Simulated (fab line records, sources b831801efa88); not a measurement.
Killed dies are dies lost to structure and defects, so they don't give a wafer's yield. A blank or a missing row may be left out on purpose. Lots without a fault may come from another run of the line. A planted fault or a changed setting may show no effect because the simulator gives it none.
One fault seen from 2 desks | flow gf180mcu | each desk has only its own numbers; what lay behind them comes last

THE TOOL OWNER'S DESK: implanter-01
The tool's own readings at GF_HV_LDD_IMPLANT_48: means of the sampled wafers that have a number, for each lot that ran on this tool. A lot is out of limits, marked OUT, if its mean lies more than 4 standard deviations from the usual mean; the brackets give that distance.
Columns: A = beam_energy_keV at GF_HV_LDD_IMPLANT_48, usual 25.000
lot  | first seen here | A
L247 | day 12 18:41    | 24.999
L249 | day 13 08:48    | 25.005
L251 | day 14 03:10    | 35.428 (+99 or more) OUT
L253 | day 14 13:22    | 35.432 (+99 or more) OUT
L254 | day 15 00:03    | 35.423 (+99 or more) OUT
L260 | day 17 09:54    | 24.996
L261 | day 17 10:39    | 25.004
L263 | day 18 02:16    | 24.990
This desk's finding: out of limits on L251, L253, L254; first on L251, day 14 03:10 (beam_energy_keV at GF_HV_LDD_IMPLANT_48). In limits: L247, L249, L260, L261, L263.

THE METROLOGY DESK
What the gauges read, lot by lot, whatever tool the lot ran on: means of the sampled wafers that have a number. A lot is out of limits, marked OUT, if its mean lies more than 4 standard deviations from the usual mean; the brackets give that distance.
Columns: A = POLY_GATE_OXIDATION_THK at GF_POLY_GATE_THK_MEAS_17, usual 4.04 nm; B = HV_LDD_4_TW at GF_HV_LDD_TW_MEAS_50, usual 566
lot  | first seen here | A    | B
L246 | day 9 09:39     | 3.95 | 561
L247 | day 9 15:46     | 4.02 | 562
L248 | day 9 23:01     | 3.98 | 569
L249 | day 10 03:30    | 3.88 | 570
L251 | day 10 16:52    | 4.10 | 606 (+12) OUT
L253 | day 11 05:28    | 4.10 | 601 (+11) OUT
L254 | day 11 14:49    | 4.02 | 600 (+10) OUT
L260 | day 13 10:06    | 3.97 | 567
L261 | day 13 18:41    | 4.02 | 567
L263 | day 14 07:32    | 4.01 | 566
L265 | day 14 22:02    | 4.12 | 566
L266 | day 15 06:49    | 4.06 | 570
This desk's finding: out of limits on L251, L253, L254; first on L251, day 14 03:25 (HV_LDD_4_TW at GF_HV_LDD_TW_MEAS_50). In limits: L246, L247, L248, L249, L260, L261, L263, L265, L266.

PUT TOGETHER
The tool owner's desk could have raised an alarm at day 14 03:10, on L251, L253, L254.
The metrology desk could have raised an alarm at day 14 03:25, on L251, L253, L254.
Of the lots named, all ran GF_HV_LDD_IMPLANT_48 on implanter-01.

WHAT THE SIMULATOR HAD PUT IN
Process parameter drift: implanter-01, from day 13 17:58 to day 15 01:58, at GF_HV_LDD_IMPLANT_48. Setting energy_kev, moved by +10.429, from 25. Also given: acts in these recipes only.
Lots struck among those shown: L251, L253, L254.
Hours from the fault's start to each desk's first reading out of limits: the tool owner's desk, 9; the metrology desk, 9.
